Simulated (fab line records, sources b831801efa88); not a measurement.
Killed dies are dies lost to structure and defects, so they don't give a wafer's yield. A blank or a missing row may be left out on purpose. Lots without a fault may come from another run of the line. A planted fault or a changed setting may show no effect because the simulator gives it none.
Which tool did it? | flow gf180mcu | 12 lots, 36 wafers sampled, at 5 steps of a route of 602

WHAT THE GAUGES READ, wafer by wafer
GF_V4_THK_MEAS_25: measures by xrf.
lot  | measured     | on            | V4_W_THK (nm)
L314 | day 24 14:13 | film_metro-04 | 341 346 340
L315 | day 24 20:05 | film_metro-04 | 343 339 344
L320 | day 26 19:29 | film_metro-04 | 341 341 343
L323 | day 27 15:11 | film_metro-01 | 359 358 365
L326 | day 28 05:54 | film_metro-03 | 347 350 350
L327 | day 28 20:51 | film_metro-04 | 357 352 360
L328 | day 28 23:47 | film_metro-03 | 366 360 364
L329 | day 29 07:58 | film_metro-04 | 347 343 345
L331 | day 29 19:52 | film_metro-04 | 346 342 350
L334 | day 30 14:14 | film_metro-03 | 345 346 342
L336 | day 31 06:23 | film_metro-03 | 339 336 338
L337 | day 31 07:46 | film_metro-03 | 341 347 342

GF_MIM_THK_MEAS_06.
lot  | measured     | on            | MIM_CVD_05_THK (nm)
L314 | day 24 14:50 | film_metro-03 | 42.1 43.5 42.6
L315 | day 24 20:42 | film_metro-03 | 41.4 41.1 42.3
L320 | day 26 20:10 | film_metro-04 | 41.5 41.6 41.7
L323 | day 27 15:47 | film_metro-04 | 39.6 39.7 39.7
L326 | day 28 06:31 | film_metro-03 | 40.8 41.8 42.4
L327 | day 28 21:28 | film_metro-04 | 39.4 39.9 39.8
L328 | day 29 00:26 | film_metro-02 | 42.2 41.9 43.1
L329 | day 29 08:34 | film_metro-04 | 41.2 41.6 42.0
L331 | day 29 20:30 | film_metro-04 | 42.8 42.4 42.2
L334 | day 30 14:53 | film_metro-02 | 42.6 43.4 42.3
L336 | day 31 07:00 | film_metro-04 | 41.7 41.2 41.7
L337 | day 31 08:25 | film_metro-04 | 42.3 42.3 42.1

WHICH TOOL RAN EACH LOT (tool, then ch and the chambers of the sampled wafers, then the start)
lot  | GF_V3_CMP_26                  | GF_V4_SPUTTER_21             | GF_MIM_CVD_05
L314 | cmp-01 ch 0,2, day 22 13:40   | pvd_sputter-03, day 24 13:52 | pecvd-03 ch 1,2, day 24 14:47
L315 | cmp-02 ch 0,1,3, day 22 20:52 | pvd_sputter-03, day 24 19:46 | pecvd-02 ch 0,1,2, day 24 20:40
L320 | cmp-02 ch 0,1,3, day 24 22:08 | pvd_sputter-03, day 26 19:07 | pecvd-02 ch 0,2, day 26 20:07
L323 | cmp-01 ch 0,1, day 25 19:25   | pvd_sputter-03, day 27 14:50 | pecvd-02 ch 0,2, day 27 15:46
L326 | cmp-02 ch 0,3, day 26 10:50   | pvd_sputter-03, day 28 05:32 | pecvd-01 ch 1,2, day 28 06:28
L327 | cmp-02 ch 2,3, day 27 01:53   | pvd_sputter-03, day 28 20:30 | pecvd-02 ch 0,1,2, day 28 21:25
L328 | cmp-01 ch 0,2,3, day 27 05:29 | pvd_sputter-02, day 28 23:28 | pecvd-01 ch 0,2, day 29 00:25
L329 | cmp-02 ch 1,3, day 27 14:14   | pvd_sputter-02, day 29 07:36 | pecvd-01 ch 1,2, day 29 08:31
L331 | cmp-01 ch 0,1,2, day 28 02:38 | pvd_sputter-04, day 29 19:32 | pecvd-03 ch 0,1,2, day 29 20:28
L334 | cmp-01 ch 2,3, day 28 22:05   | pvd_sputter-03, day 30 13:54 | pecvd-03 ch 0,1,2, day 30 14:50
L336 | cmp-01 ch 0,2, day 29 14:42   | pvd_sputter-04, day 31 06:03 | pecvd-03 ch 0,1, day 31 06:58
L337 | cmp-01 ch 0,1,2, day 29 15:25 | pvd_sputter-03, day 31 07:25 | pecvd-01 ch 0,2, day 31 08:22
- GF_V3_CMP_26: polishes, stops on SiO2, t overpolish 15 s, target thk 0 nm.
- GF_V4_SPUTTER_21: material Ti, target thk 15 nm, time 80.02 s.
- GF_MIM_CVD_05: deposits Si3N4, target thk 42 nm, time 29.086 s.

WHAT THE TOOLS THEMSELVES READ (means of the sampled wafers that have a number; where no wafer has one, the mark that the record gives instead)
GF_V3_CMP_26.
lot  | tool   | head_pressure_psi (psi) | motor_current_A (A) | overpolish_run_s (s) | slurry_filter_dp_kPa (kPa) | time_to_endpoint_s (s)
L314 | cmp-01 | 3.506                   | 10.7                | 15.000               | 13.46                      | 86
L315 | cmp-02 | 3.500                   | 10.9                | 15.002               | 13.40                      | 86
L320 | cmp-02 | 3.500                   | 10.9                | 14.991               | 13.55                      | 84
L323 | cmp-01 | 3.501                   | 10.0                | 15.005               | 13.43                      | 80
L326 | cmp-02 | 3.497                   | 10.7                | 14.999               | 13.47                      | 86
L327 | cmp-02 | 3.499                   | 10.7                | 15.001               | 13.53                      | 81
L328 | cmp-01 | 3.499                   | 10.0                | 15.002               | 13.47                      | 81
L329 | cmp-02 | 3.499                   | 11.7                | 15.000               | 13.45                      | 85
L331 | cmp-01 | 3.497                   | 10.9                | 14.996               | 13.56                      | 82
L334 | cmp-01 | 3.485                   | 10.0                | 15.007               | 13.49                      | 80
L336 | cmp-01 | 3.495                   | 9.8                 | 15.005               | 13.37                      | 81
L337 | cmp-01 | 3.502                   | 10.8                | 15.001               | 13.54                      | 80

GF_V4_SPUTTER_21.
lot  | tool           | chamber_pressure_pa (Pa) | throttle_valve_pct (%)
L314 | pvd_sputter-03 | 5.000                    | 29.3
L315 | pvd_sputter-03 | 5.004                    | 29.0
L320 | pvd_sputter-03 | 5.003                    | 29.0
L323 | pvd_sputter-03 | 4.996                    | 29.3
L326 | pvd_sputter-03 | 4.999                    | 29.3
L327 | pvd_sputter-03 | 4.998                    | 29.2
L328 | pvd_sputter-02 | 4.999                    | 29.9
L329 | pvd_sputter-02 | 5.005                    | 29.8
L331 | pvd_sputter-04 | 4.997                    | 30.2
L334 | pvd_sputter-03 | 4.997                    | 29.2
L336 | pvd_sputter-04 | 5.004                    | 30.1
L337 | pvd_sputter-03 | 5.001                    | 29.1

GF_MIM_CVD_05.
lot  | tool     | heater_power_w (W) | rf_fwd_power_W (W) | temp_max_c (C)
L314 | pecvd-03 | 641                | 444.9              | 400.09
L315 | pecvd-02 | 755                | 445.2              | 399.90
L320 | pecvd-02 | 631                | 442.3              | 400.01
L323 | pecvd-02 | 770                | 368.3              | 400.06
L326 | pecvd-01 | 632                | 445.3              | 400.33
L327 | pecvd-02 | 738                | 369.9              | 399.92
L328 | pecvd-01 | 591                | 443.2              | 399.97
L329 | pecvd-01 | 675                | 443.1              | 399.90
L331 | pecvd-03 | 596                | 445.0              | 400.05
L334 | pecvd-03 | 612                | 443.7              | 399.97
L336 | pecvd-03 | 598                | 445.5              | 399.93
L337 | pecvd-01 | 587                | 442.3              | 400.00

THE ANSWER, worked out from the rows above alone
Rule: what is usual is taken from the lots themselves. Put in order of their means at a reading, lots are off if they are a third of the lots or fewer, leave a main group of 4 or more, and stand apart from it by a gap of 3 or more times the standard deviation of the main group's means; of several such gaps the widest counts. A main group whose means are all the same, to the digits that the tables above print for the reading, isn't used. A lot without any number at a reading at which 4 lots or more have one is off too. The other lots that the step has rows for count as sound. The gauges are gone through in route order, then the tools' own readings, and for those a lot's mean is taken as printed above. The first step at which some lot is off is used, and at that step the reading that is off furthest; a lot without a number counts as furthest.
Off: L323, L327, at GF_MIM_THK_MEAS_06 (MIM_CVD_05_THK). The main group: mean 42.1 nm, standard deviation 0.48.
A tool fits if, at a process step before that reading, it ran every lot that is off, and no sound lot after the first of them. The gauges at GF_MIM_THK_MEAS_06 aren't tried: what is off there is off at GF_MIM_CVD_05 too, on other tools, and a gauge's error can't cause that. One fits: pecvd-02 at GF_MIM_CVD_05. Its last sound lot is L320 (day 26 20:07), its first lot that is off L323 (day 27 15:46): a fault that began between those two fits.
The tool's own readings at GF_MIM_CVD_05 bear it out: on the lots that are off they differ by more than 5 times the standard deviation of the sound lots' means. rf_fwd_power_W reads 369.1 W there against 444.1 W on the sound lots.

WHAT THE SIMULATOR HAD PUT IN
Process parameter drift: pecvd-02, from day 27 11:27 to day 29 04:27, at GF_MIM_CVD_05. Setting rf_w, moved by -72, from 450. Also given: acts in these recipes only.
Lots struck among those shown: L323, L327. The rule above found the same.
